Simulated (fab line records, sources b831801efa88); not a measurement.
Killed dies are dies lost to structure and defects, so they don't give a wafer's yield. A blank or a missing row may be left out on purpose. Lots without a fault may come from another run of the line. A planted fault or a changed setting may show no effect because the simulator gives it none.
Chamber matching | flow sky130 | SKY_VIA3_CMP_24 on cmp-01: 4 sister chambers
The step polishes, stops on SiO2, t overpolish 20 s, target thk 0 nm. 8 wafers are shown with their chamber, then 7 later ones without.

WAFERS WITH THEIR CHAMBER
wafer  | chamber | time_to_endpoint_s (s) | motor_current_A (A)
L758.1 | 1       | 100                    | 10.3
L758.4 | 2       | 93                     | 10.2
L758.6 | 0       | 93                     | 9.6
L764.4 | 2       | 95                     | 9.5
L764.5 | 3       | 91                     | 10.7
L764.6 | 0       | 93                     | 9.5
L768.1 | 1       | 107                    | 10.6
L768.2 | 3       | 96                     | 10.5

WAFERS WITHOUT THEIR CHAMBER
wafer  | time_to_endpoint_s (s) | motor_current_A (A)
L768.3 | 106                    | 9.7
L770.2 | 94                     | 9.5
L770.3 | 92                     | 10.3
L770.5 | 98                     | 10.7
L775.1 | 88                     | 11.1
L775.3 | 92                     | 9.6
L775.6 | 99                     | 10.8

WHICH CHAMBER EACH WENT THROUGH
wafer  | from the rows above          | in truth
L768.3 | can't be placed: 1 or 2 or 0 | 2
L770.2 | can't be placed: 0 or 2      | 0
L770.3 | can't be placed: 3 or 2 or 0 | 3
L770.5 | can't be placed: 3 or 1 or 2 | 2
L775.1 | 3                            | 3
L775.3 | can't be placed: 0 or 2      | 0
L775.6 | can't be placed: 3 or 1 or 2 | 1
Placed correctly: 1 of 7. Can't be placed from these rows: 6 (the true chamber is among the candidates in 6). Placed wrongly: 0.
How it was worked out, from the rows above alone: a wafer's distance from a chamber is the root of the sum, over the readings, of the square of ((its reading less the chamber's mean) divided by the reading's scatter). The wafer belongs to the nearest chamber; if the next one is less than 2 further off, it can't be placed. A chamber's mean is the mean of its shown wafers. The scatter: the root of (the sum of the squares of (reading less its chamber's mean) over the shown wafers, divided by (wafers less chambers)).
